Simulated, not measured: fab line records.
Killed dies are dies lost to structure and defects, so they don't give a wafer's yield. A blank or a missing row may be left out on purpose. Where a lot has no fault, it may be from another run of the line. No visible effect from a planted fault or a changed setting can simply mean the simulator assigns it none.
Comparing a struck lot with a sound one	flow sky130	20 steps out of a route of 708
Sound: the wafers L674.2, L674.3, L674.4. Struck: wafers L675.2, L675.4, L675.6. At the end, the cause is stated.
Order at every step that has rows: each side's tool, ch and its chambers, its first start. Under that, the readings that differ: sound wafers	struck wafers	difference of the means	sigmas: that difference in standard deviations of wafers without a fault.
alike: readings with means less than 2 such deviations apart, plus words and numbers identical on both sides. not compared: withheld readings, readings lacking a value on some wafer, bounds such as >300 that could conceal the same value, and numbers that have no deviation in the record and whose values overlap.
A row with sigmas, a row that says differs or no value, or rows on one side alone: a step with any of these is where the two part. Numbers that have no deviation but don't overlap get no sigmas and don't part them. A reading that every wafer of one side lacks parts them only if that side has two wafers or more.

first, 3 steps without rows for these wafers: SKY_SD_P_EXPOSE_04 (exposes mask PSDM, target cd 380 nm); SKY_SD_P_PEB_05; SKY_SD_P_DEVELOP_06 (develop time 60 s).
SKY_SD_P_CD_MEAS_07: target cd 380 nm.
  sound: cd_sem-01 at day 26 00:33; struck: cd_sem-01 at day 26 12:45
  alike: cd_nm
SKY_SD_P_OVL_MEAS_08:
  sound: overlay-02 at day 26 00:39; struck: overlay-02 at day 26 12:51
  alike: SD_P_OVL
after that, 1 step had no rows for these wafers: SKY_SD_P_IMPLANT_09.
SKY_SD_P_STRIP_10: strips in O2/N2.
  sound on plasma_asher-04 ch 0,1, day 26 00:50; struck on plasma_asher-04 ch 0,1, day 26 13:02
  alike: drypump_motor_current_A, oes_product_au, strip_time_to_endpoint_s
  not compared: rf_hours_counter_h
SKY_SD_P_TW_MEAS_11:
  sound: film_metro-03 at day 26 00:56; struck: film_metro-01 at day 26 13:08
  alike: SD_P_TW
then, 4 steps without rows for these wafers: SKY_RES_XHIGH_DEHYDRATE_00 (time 60 s); SKY_RES_XHIGH_HMDS_01 (prime time 60 s); SKY_RES_XHIGH_COAT_02 (resist thk 1140 nm); SKY_RES_XHIGH_SOFTBAKE_03 (time 60 s).
SKY_RES_XHIGH_EXPOSE_04: exposes mask URPM, target cd 1270 nm.
  sound on iline_stepper-02 ch 0, day 26 15:16; struck on iline_stepper-01 ch 0, day 27 03:55
reading	sound	struck	difference	sigmas
mask	URPM#0 URPM#0 URPM#0	LDNTM#0 LDNTM#0 LDNTM#0	differs	
then, 3 steps without rows for these wafers: SKY_RES_XHIGH_PEB_05; SKY_RES_XHIGH_DEVELOP_06 (develop time 60 s); SKY_RES_XHIGH_IMPLANT_07.
SKY_RES_XHIGH_STRIP_08: strips in O2/N2.
  sound on plasma_asher-02 ch 0,1, day 27 05:46; struck on plasma_asher-02 ch 0, day 27 17:46
  alike: drypump_motor_current_A, oes_product_au, strip_time_to_endpoint_s
  not compared: rf_hours_counter_h
SKY_RES_XHIGH_TW_MEAS_09:
  sound: film_metro-03 at day 27 05:52; struck: film_metro-01 at day 27 17:53
reading	sound	struck	difference	sigmas
RES_XHIGH_TW	1646 1652 1652	30 30 30	-1620	-99 or more
then, 1 step without rows for these wafers: SKY_SD_N_DEHYDRATE_00 (time 60 s).
-- the record jumps here: 19 days lie between the struck wafers' starts before and after (it left off in module SD_N and takes up again in module PAD_OPEN, whose first step shown is number 708 of the route) --
SKY_PAD_OPEN_PROBE_99:
  sound: prober-01 at day 46 03:52; struck: prober-01 at day 46 15:05
reading	sound	struck	difference	sigmas
killed_at_other	0 0 1	429 395 407	+410	+99 or more
killed_dies	90 86 102	492 492 492	+399	+40
killed_on_rim	13 12 17	96 96 96	+82	+21
model.etest.sonos_uncharged.r_on_ohm_um	798.1 812.9 810.6	879.4 889.8 884.6	+77.4	
model.etest.res_xhigh_po.open	0 0 0	1 1 1	+1	
model.etest.tip_sonos.open	0 0 0	1 1 1	+1	
  alike: killed_at_M0_to_M3, killed_at_M4_up, killed_at_contacts, killed_at_front_end, killed_open, killed_short

WHERE THEY PART
At SKY_RES_XHIGH_EXPOSE_04 first; at SKY_PAD_OPEN_PROBE_99 last (within this record only).

WHY: what the simulator had put in
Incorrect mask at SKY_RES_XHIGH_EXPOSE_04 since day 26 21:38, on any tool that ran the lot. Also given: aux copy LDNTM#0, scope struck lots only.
